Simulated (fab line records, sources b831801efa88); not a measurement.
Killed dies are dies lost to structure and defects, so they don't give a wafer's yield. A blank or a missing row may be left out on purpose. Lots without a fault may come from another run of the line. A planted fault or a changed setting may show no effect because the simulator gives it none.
Which tool did it? | flow gf180mcu | 11 lots, 33 wafers sampled, at 5 steps of a route of 602

WHAT THE GAUGES READ, wafer by wafer
GF_HV_LDD_THK_MEAS_57.
lot  | measured     | on            | HV_LDD_CVD_56_THK (nm)
L609 | day 12 22:11 | film_metro-02 | 90.4 90.0 89.1
L610 | day 12 22:10 | film_metro-01 | 90.7 90.3 90.0
L611 | day 13 12:40 | film_metro-01 | 90.5 90.9 90.9
L612 | day 14 03:00 | film_metro-04 | 90.5 90.0 90.5
L615 | day 14 21:13 | film_metro-02 | 90.9 90.2 90.4
L616 | day 15 03:43 | film_metro-01 | 90.8 90.8 90.4
L617 | day 15 15:20 | film_metro-04 | 89.6 89.5 90.2
L619 | day 16 04:46 | film_metro-02 | 92.0 91.0 92.3
L621 | day 16 17:59 | film_metro-02 | 90.9 90.9 90.8
L626 | day 18 14:40 | film_metro-04 | 113.8 114.2 114.3
L628 | day 19 11:38 | film_metro-04 | 114.4 114.8 115.4

GF_CONTACT_CD_MEAS_14: target cd 220 nm.
lot  | measured     | on        | cd_nm (nm)
L609 | day 16 12:35 | cd_sem-02 | 220.5 219.6 221.0
L610 | day 16 12:56 | cd_sem-01 | 222.8 222.3 221.8
L611 | day 17 05:25 | cd_sem-02 | 220.4 220.7 220.6
L612 | day 17 19:48 | cd_sem-01 | 217.2 216.9 218.6
L615 | day 18 18:22 | cd_sem-01 | 222.3 221.4 221.5
L616 | day 19 00:58 | cd_sem-02 | 222.2 221.5 221.1
L617 | day 19 13:31 | cd_sem-01 | 220.1 219.8 217.9
L619 | day 20 04:35 | cd_sem-01 | 219.1 220.5 219.5
L621 | day 20 20:16 | cd_sem-01 | 220.4 220.2 220.7
L626 | day 22 15:53 | cd_sem-01 | 219.1 219.6 220.1
L628 | day 23 12:42 | cd_sem-01 | 220.3 219.9 220.9

GF_V1_OVL_MEAS_15.
lot  | measured     | on         | V1_OVL (nm)
L609 | day 18 14:05 | overlay-02 | 10 4 10
L610 | day 18 14:56 | overlay-01 | 6 1 -2
L611 | day 19 07:17 | overlay-01 | 4 2 14
L612 | day 19 23:22 | overlay-02 | 3 -1 -4
L615 | day 20 22:19 | overlay-01 | 7 4 2
L616 | day 21 04:59 | overlay-01 | 6 7 1
L617 | day 21 17:19 | overlay-02 | 7 1 4
L619 | day 22 07:19 | overlay-01 | 2 -5 -3
L621 | day 22 22:04 | overlay-02 | 10 12 12
L626 | day 24 15:44 | overlay-01 | 3 3 1
L628 | day 25 11:41 | overlay-02 | 3 0 0

WHICH TOOL RAN EACH LOT (tool, then ch and the chambers of the sampled wafers, then the start)
lot  | GF_HV_LDD_CVD_56            | GF_HV_LDD_ETCHBACK_58
L609 | lpcvd-01 ch 1, day 12 20:44 | rie_diel-01 ch 1,2, day 12 22:13
L610 | lpcvd-01 ch 0, day 12 20:44 | rie_diel-04 ch 1,2,3, day 12 22:13
L611 | lpcvd-01 ch 1, day 13 11:14 | rie_diel-01 ch 0,2,3, day 13 12:44
L612 | lpcvd-02 ch 0, day 14 01:34 | rie_diel-04 ch 0,2,3, day 14 03:04
L615 | lpcvd-02 ch 1, day 14 19:47 | rie_diel-02 ch 1,2, day 14 21:17
L616 | lpcvd-01 ch 1, day 15 02:17 | rie_diel-04 ch 0,2,3, day 15 03:47
L617 | lpcvd-01 ch 1, day 15 13:11 | rie_diel-04 ch 0,1,2, day 15 15:23
L619 | lpcvd-01 ch 0, day 16 03:20 | rie_diel-01 ch 0,1,2, day 16 04:49
L621 | lpcvd-02 ch 1, day 16 16:34 | rie_diel-04 ch 0,2,3, day 16 18:02
L626 | lpcvd-02 ch 0, day 18 12:30 | rie_diel-02 ch 0,1,2, day 18 14:43
L628 | lpcvd-02 ch 0, day 19 10:12 | rie_diel-01 ch 2,3, day 19 11:41
- GF_HV_LDD_CVD_56: deposits Si3N4 from DCS/NH3, target thk 90 nm, time 1543 s.
- GF_HV_LDD_ETCHBACK_58: etches Si3N4 in CH3F/O2, stops on SiO2, time 100 s, target depth 90 nm.

WHAT THE TOOLS THEMSELVES READ (means of the sampled wafers that have a number; where no wafer has one, the mark that the record gives instead)
GF_HV_LDD_CVD_56.
lot  | tool     | spike_tc_bottom_C (C) | spike_tc_centre_C (C) | spike_tc_lower_C (C) | spike_tc_top_C (C) | spike_tc_upper_C (C)
L609 | lpcvd-01 | 787                   | 770.7                 | 769.4                | 783.6              | 769.6
L610 | lpcvd-01 | 796                   | 771.7                 | 770.0                | 787.1              | 770.8
L611 | lpcvd-01 | 787                   | 770.4                 | 769.3                | 784.2              | 770.9
L612 | lpcvd-02 | 784                   | 772.4                 | 771.3                | 784.8              | 769.0
L615 | lpcvd-02 | 785                   | 772.4                 | 772.5                | 788.1              | 769.8
L616 | lpcvd-01 | 786                   | 770.2                 | 769.8                | 783.3              | 769.7
L617 | lpcvd-01 | 787                   | 770.0                 | 769.5                | 784.5              | 770.2
L619 | lpcvd-01 | 797                   | 772.2                 | 770.5                | 787.4              | 771.6
L621 | lpcvd-02 | 785                   | 771.1                 | 771.5                | 787.5              | 770.4
L626 | lpcvd-02 | 796                   | 784.7                 | 785.5                | 798.5              | 781.6
L628 | lpcvd-02 | 798                   | 784.1                 | 784.6                | 798.9              | 782.7

GF_HV_LDD_ETCHBACK_58.
lot  | tool        | bias_w (W) | drypump_motor_current_A (A) | oes_product_au (a.u.) | rf_fwd_power_W (W) | throttle_valve_pct (%)
L609 | rie_diel-01 | 79.86      | 5.9                         | 0.839                 | 398.1              | 10.571
L610 | rie_diel-04 | 79.78      | 5.6                         | 0.848                 | 398.5              | 10.555
L611 | rie_diel-01 | 79.81      | 5.7                         | 0.844                 | 398.3              | 10.558
L612 | rie_diel-04 | 79.92      | 5.4                         | 0.843                 | 398.3              | 10.563
L615 | rie_diel-02 | 80.12      | 6.0                         | 0.841                 | 396.4              | 10.565
L616 | rie_diel-04 | 80.02      | 5.4                         | 0.846                 | 398.3              | 10.558
L617 | rie_diel-04 | 80.17      | 5.6                         | 0.844                 | 397.2              | 10.568
L619 | rie_diel-01 | 79.95      | 5.8                         | 0.847                 | 396.7              | 10.559
L621 | rie_diel-04 | 79.98      | 5.4                         | 0.849                 | 398.0              | 10.565
L626 | rie_diel-02 | 79.72      | 6.1                         | 0.968                 | 396.6              | 10.562
L628 | rie_diel-01 | 79.99      | 5.6                         | 0.972                 | 395.7              | 10.573

THE ANSWER, worked out from the rows above alone
Rule: what is usual is taken from the lots themselves. Put in order of their means at a reading, lots are off if they are a third of the lots or fewer, leave a main group of 4 or more, and stand apart from it by a gap of 3 or more times the standard deviation of the main group's means; of several such gaps the widest counts. A main group whose means are all the same, to the digits that the tables above print for the reading, isn't used. A lot without any number at a reading at which 4 lots or more have one is off too. The other lots that the step has rows for count as sound. The gauges are gone through in route order, then the tools' own readings, and for those a lot's mean is taken as printed above. The first step at which some lot is off is used, and at that step the reading that is off furthest; a lot without a number counts as furthest.
Off: L626, L628, at GF_HV_LDD_THK_MEAS_57 (HV_LDD_CVD_56_THK). The main group: mean 90.5 nm, standard deviation 0.56.
A tool fits if, at a process step before that reading, it ran every lot that is off, and no sound lot after the first of them. The gauges at GF_HV_LDD_THK_MEAS_57 aren't tried: what is off there is off at GF_HV_LDD_CVD_56 too, on other tools, and a gauge's error can't cause that. One fits: lpcvd-02 at GF_HV_LDD_CVD_56. Its last sound lot is L621 (day 16 16:34), its first lot that is off L626 (day 18 12:30): a fault that began between those two fits.
The tool's own readings at GF_HV_LDD_CVD_56 bear it out: on the lots that are off they differ by more than 5 times the standard deviation of the sound lots' means. spike_tc_centre_C reads 784.4 C there against 771.2 C on the sound lots; spike_tc_lower_C reads 785.0 C there against 770.4 C on the sound lots; spike_tc_top_C reads 798.7 C there against 785.6 C on the sound lots; spike_tc_upper_C reads 782.2 C there against 770.2 C on the sound lots.

WHAT THE SIMULATOR HAD PUT IN
Process parameter drift: lpcvd-02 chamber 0, from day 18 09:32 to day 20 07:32, at GF_HV_LDD_CVD_56. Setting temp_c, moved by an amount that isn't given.
Lots struck among those shown: L626, L628. The rule above found the same.
